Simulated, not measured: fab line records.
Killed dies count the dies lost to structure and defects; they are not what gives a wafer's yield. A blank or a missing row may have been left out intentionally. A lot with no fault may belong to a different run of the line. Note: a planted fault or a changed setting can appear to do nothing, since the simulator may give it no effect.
Which tool is to blame?    flow gf180mcu    36 wafers from 12 lots sampled at 4 of the route's 602 steps

WHAT THE GAUGES SHOWED, per wafer
GF_VT_IMPLANT_RS_MEAS_49: the measuring method here is four-point-probe.
lot   measured      on             MVPSD_RS (ohm/sq)
L702  day 8 11:26   film metro-01  1169.5 1168.1 1168.5
L701  day 8 12:06   film metro-01  1171.3 1176.5 1171.6
L704  day 8 19:13   film metro-01  1170.9 1167.7 1167.5
L706  day 9 03:50   film metro-04  1170.0 1170.3 1164.6
L708  day 9 14:06   film metro-01  1163.7 1167.4 1165.9
L714  day 11 12:02  film metro-01  1168.3 1167.7 1166.6
L715  day 11 15:32  film metro-03  1174.1 1171.7 1166.3
L719  day 12 19:28  film metro-01  1168.1 1169.2 1165.9
L720  day 13 02:15  film metro-03  1164.9 1165.0 1164.2
L721  day 13 09:55  film metro-03  1167.9 1167.2 1168.0
L722  day 13 15:53  film metro-01  1174.7 1169.2 1170.8
L723  day 13 21:20  film metro-01  1174.8 1171.9 1171.7

GF_HV_LDD_CD_MEAS_46: target cd 400 nm.
lot   measured      on         cd nm (nm)
L702  day 13 09:49  cd sem-02  397.2 396.3 398.5
L701  day 13 07:48  cd sem-02  400.9 400.5 401.2
L704  day 14 01:39  cd sem-01  403.6 403.9 403.4
L706  day 14 04:28  cd sem-01  401.3 402.2 401.4
L708  day 14 19:44  cd sem-02  401.5 400.3 399.7
L714  day 16 21:37  cd sem-02  559.2 560.7 560.2
L715  day 17 04:07  cd sem-02  559.1 560.0 562.8
L719  day 18 20:26  cd sem-01  406.0 405.3 406.2
L720  day 19 03:44  cd sem-01  398.8 399.7 401.8
L721  day 19 15:43  cd sem-02  400.6 401.1 401.6
L722  day 19 16:04  cd sem-01  395.7 395.3 395.4
L723  day 19 23:47  cd sem-01  398.7 400.0 399.3

TOOL THAT RAN EACH LOT (tool first, then ch and the chambers of the sampled wafers, then the start)
lot   GF_HV_LDD_STRIP_37                    GF_HV_LDD_COAT_41
L702  plasma asher-03 ch 0,1, day 12 14:13  litho track-03 ch 0, day 12 23:31
L701  plasma asher-02 ch 0,1, day 12 12:10  litho track-02 ch 0, day 12 21:18
L704  plasma asher-04 ch 1, day 13 04:58    litho track-02 ch 0, day 13 14:57
L706  plasma asher-03 ch 0,1, day 13 08:53  litho track-02 ch 0, day 13 18:14
L708  plasma asher-04 ch 0,1, day 13 23:14  litho track-03 ch 0, day 14 09:28
L714  plasma asher-03 ch 0, day 15 23:37    litho track-01 ch 0, day 16 10:13
L715  plasma asher-02 ch 0,1, day 16 05:35  litho track-01 ch 0, day 16 16:52
L719  plasma asher-02 ch 1, day 17 21:09    litho track-02 ch 0, day 18 08:27
L720  plasma asher-02 ch 0, day 18 03:29    litho track-03 ch 0, day 18 15:16
L721  plasma asher-04 ch 0,1, day 18 15:04  litho track-02 ch 0, day 19 03:19
L722  plasma asher-02 ch 0,1, day 18 16:21  litho track-02 ch 0, day 19 04:15
L723  plasma asher-03 ch 1, day 19 00:10    litho track-03 ch 0, day 19 11:52
- GF_HV_LDD_STRIP_37: strips in O2/N2.
- GF_HV_LDD_COAT_41: resist thk 1000 nm.

AS READ BY THE TOOLS THEMSELVES (means over the sampled wafers that have a number; for cases with no such wafer, the mark the record gives instead)
GF_HV_LDD_STRIP_37.
lot   tool             drypump motor current A (A)  heater power w (W)  oes product au (a.u.)  strip time to endpoint s (s)
L702  plasma asher-03  6.1                          345                 0.715                  12.66
L701  plasma asher-02  5.4                          308                 0.715                  12.66
L704  plasma asher-04  5.8                          372                 0.719                  12.71
L706  plasma asher-03  5.6                          354                 0.719                  12.66
L708  plasma asher-04  5.6                          359                 0.715                  12.64
L714  plasma asher-03  5.2                          353                 0.715                  12.63
L715  plasma asher-02  5.4                          333                 0.717                  12.63
L719  plasma asher-02  5.4                          291                 0.715                  12.66
L720  plasma asher-02  5.4                          352                 0.718                  12.59
L721  plasma asher-04  5.6                          349                 0.715                  12.60
L722  plasma asher-02  5.4                          310                 0.713                  12.61
L723  plasma asher-03  6.4                          334                 0.711                  12.67

GF_HV_LDD_COAT_41.
lot   tool            spin speed rpm (rpm)
L702  litho track-03  2998.4
L701  litho track-02  2999.2
L704  litho track-02  2999.3
L706  litho track-02  3001.5
L708  litho track-03  3002.1
L714  litho track-01  2999.4
L715  litho track-01  3000.1
L719  litho track-02  2999.9
L720  litho track-03  3002.7
L721  litho track-02  2998.3
L722  litho track-02  3000.1
L723  litho track-03  2999.9

THE ANSWER, worked out from the rows above alone
Rule: what is usual is taken from the lots themselves. The widest of any qualifying gaps counts: lots, ordered by their means at a reading, are off when they make up no more than a third of the lots, leave a main group of 4 or more, and stand apart from it by 3 or more times the standard deviation of that group's means. A main group is skipped when, at the precision printed for the reading in the tables above, its means are all equal. A lot without any number at a reading at which 4 lots or more have one is off too. The other lots that the step has rows for count as sound. After the gauges, taken in route order, come the tools' own readings; for these a lot's mean is taken, as printed above. At the first step where some lot is off, the reading lying furthest off is the one used; lots without a number count as furthest.
Off at GF_HV_LDD_CD_MEAS_46 (cd nm): L714, L715. The main group: mean 400.6 nm, standard deviation 2.8.
A tool fits if, at a process step before that reading, it ran every lot that is off, and no sound lot after the first of them. Those tools and the gauges at GF_HV_LDD_CD_MEAS_46 are tried in the same way. One fits: litho track-01 at GF_HV_LDD_COAT_41. It ran no sound lot before its first lot that is off in this sample, so the start can't be narrowed down.

WHAT WAS PUT IN BY THE SIMULATOR
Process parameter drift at GF_HV_LDD_COAT_41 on litho track-01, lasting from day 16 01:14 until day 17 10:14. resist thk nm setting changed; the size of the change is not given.
Lots struck among those shown: L714, L715. The rule given above showed the same thing.
